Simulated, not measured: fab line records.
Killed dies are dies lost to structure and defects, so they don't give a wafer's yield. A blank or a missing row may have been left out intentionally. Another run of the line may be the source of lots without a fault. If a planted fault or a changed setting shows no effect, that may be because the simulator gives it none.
Split-lot study -- flow sky130 -- 23 wafers read across 5 lots, on a route 708 steps long

## THE SPLIT ITSELF
At SKY_NWELL_IMPLANT_24, the setting energy-kev was moved away from the recipe's 140 on 5 of the 23 wafers read, by +3.3% to +5.7%. For the rest of the wafers, this setting stayed at what the recipe calls for.

The split's own step is where the reading is taken.

## THE READING
In nm, at SKY_NWELL_IMPLANT_24: implant.drp-nm, which is the simulator's own figure and was read by no gauge. The file gives no usual value for it.

wafer,"tool, chamber at the split",energy-kev as run,against the recipe,"implant.drp-nm, nm",against lot-mates on the recipe
L078.2,"implanter-03, 0",140,recipe,95.47,-
L078.3,"implanter-03, 0",140,recipe,95.47,-
L078.6,"implanter-03, 0",140,recipe,95.47,-
L079.1,"implanter-01, 0",140,recipe,95.47,-
L079.2,"implanter-01, 0",140,recipe,95.47,-
L079.4,"implanter-01, 0",140,recipe,95.47,-
L079.5,"implanter-01, 0",140,recipe,95.47,-
L079.6,"implanter-01, 0",140,recipe,95.47,-
L080.1,"implanter-01, 0",148,+5.7%,97.46,+1.99
L080.4,"implanter-01, 0",148,+5.7%,97.46,+1.99
L080.5,"implanter-01, 0",148,+5.7%,97.46,+1.99
L080.2,"implanter-01, 0",140,recipe,95.47,-
L080.6,"implanter-01, 0",140,recipe,95.47,-
L081.1,"implanter-01, 0",140,recipe,95.47,-
L081.2,"implanter-01, 0",140,recipe,95.47,-
L081.3,"implanter-01, 0",140,recipe,95.47,-
L081.4,"implanter-01, 0",140,recipe,95.47,-
L081.5,"implanter-01, 0",140,recipe,95.47,-
L085.1,"implanter-03, 0",144.6,+3.3%,96.63,+1.16
L085.5,"implanter-03, 0",144.6,+3.3%,96.63,+1.16
L085.2,"implanter-03, 0",140,recipe,95.47,-
L085.3,"implanter-03, 0",140,recipe,95.47,-
L085.4,"implanter-03, 0",140,recipe,95.47,-

THE FIT
A straight line over all 23 wafers: implant.drp-nm changes by +0.349 nm for each +1% of energy-kev; r = +1.00; the points scatter about the line by 0.0044 nm.
The same after taking each lot's own level away (the mean of its wafers on the recipe; 23 wafers): +0.349 nm for each +1%; r = +1.00; scatter 0.0044 nm.
On that fit, the largest move of energy-kev shifts the reading by 2 nm.
The lots' own levels span 95.470 to 95.470 nm.
The two slopes agree, so the slope changes little with the lot-to-lot level.
Check: +2 nm against its lot-mates is what the line predicts for one of the wafers moved furthest among these (+5.7%) when that wafer is left out of the fit. Against them it came out at +1.99 nm.

## THESE WAFERS: OTHER SPLITS
These wafers also went through other splits before the reading. Each is held against what the fit with the lots' levels taken away leaves over:
other split on the same wafers,wafers away from the commonest value,r with implant.drp-nm (lot level and that fit taken away)
SKY_FIELD_ISO_OXIDATION_01 temp-c,18,+0.33
SKY_FIELD_ISO_OXIDATION_22 ox-time-s,15,-0.36
SKY_NWELL_OXIDATION_01 temp-c,15,-0.01
SKY_DNWELL_EXPOSE_04 dose-mj,5,-0.33
SKY_PWDE_IMPLANT_08 energy-kev,6,-0.02
SKY_NWELL_IMPLANT_13 energy-kev,5,+0.28
SKY_NWELL_SOFTBAKE_19 temp-c,8,-0.22

## FILE'S OWN FIT
implant.drp-nm changes by +0.348 nm for each +1% of energy-kev, r = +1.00.
